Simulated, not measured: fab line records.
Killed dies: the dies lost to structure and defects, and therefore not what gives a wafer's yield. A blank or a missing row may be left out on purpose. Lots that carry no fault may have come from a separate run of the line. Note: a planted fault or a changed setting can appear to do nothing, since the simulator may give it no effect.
2 desks looking at one fault / flow sky130 / each desk holds nothing but its own numbers, with what lay behind them at the end

METROLOGY DESK
What the gauges read, lot by lot, whatever tool the lot ran on: means of the sampled wafers that have a number. A lot is out of limits, marked OUT, if its mean lies more than 4 standard deviations from the usual mean; the brackets give that distance.
Columns: A = NWELL_2_TW at SKY_NWELL_TW_MEAS_26, usual 502; B = NWELL_RS at SKY_NWELL_RS_MEAS_29, usual 624.4 ohm/sq; C = PWDE_RS at SKY_NWELL_RS_MEAS_31, usual 5271 ohm/sq; D = cd_nm at SKY_VT_ADJUST_HVTP_CD_MEAS_07, usual 379.7 nm
lot=L662; first seen here=day 6 00:29; A=495; B=622.9; C=5289; D=378.3
lot=L664; first seen here=day 6 17:32; A=495; B=624.9; C=5291; D=381.9
lot=L675; first seen here=day 9 08:30; A=491; B=624.0; C=5270; D=373.3
lot=L677; first seen here=day 10 00:02; A=512; B=622.5; C=5264; D=373.2
lot=L679; first seen here=day 10 12:08; A=501; B=624.8; C=5259; D=376.4
lot=L681; first seen here=day 10 20:19; A=500; B=623.5; C=5282; D=383.5
This desk's verdict: no lot among the 6 shows anything out of limits.

THE TOOL OWNER'S DESK: litho_track-04
The tool's own readings at SKY_VT_ADJUST_HVTP_DEVELOP_06 (develop time 60 s): means of the sampled wafers that have a number, for each lot that ran on this tool. A lot is out of limits, marked OUT, if its mean lies more than 4 standard deviations from the usual mean; the brackets give that distance.
Columns: A = chill_plate_temp_C at SKY_VT_ADJUST_HVTP_DEVELOP_06, usual 23.01 C; B = developer_temp_C at SKY_VT_ADJUST_HVTP_DEVELOP_06, usual 23.02 C
lot=L664; first seen here=day 7 13:07; A=22.98; B=22.88
lot=L675; first seen here=day 10 05:55; A=23.05; B=25.20 (+23) OUT
lot=L677; first seen here=day 10 23:11; A=22.96; B=25.38 (+25) OUT
Finding of this desk: L675, L677 out of limits; the first was L675 at day 10 05:55, on developer_temp_C at SKY_VT_ADJUST_HVTP_DEVELOP_06. Within limits: L664.

ALL TOGETHER
An alarm could have come from the tool owner's desk at day 10 05:55, on L675, L677.
Nothing out of limits was seen by the metrology desk.
The metrology desk has L675, L677 on record, within its limits.
Of the lots named, all ran SKY_VT_ADJUST_HVTP_DEVELOP_06 on litho_track-04.

WHAT THE SIMULATOR HAD PUT IN
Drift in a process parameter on litho_track-04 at SKY_VT_ADJUST_HVTP_DEVELOP_06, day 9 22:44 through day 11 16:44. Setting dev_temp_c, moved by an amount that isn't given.
Lots struck among those shown: L675, L677.
Hours from the fault's start to each desk's first reading out of limits: the tool owner's desk, 7.
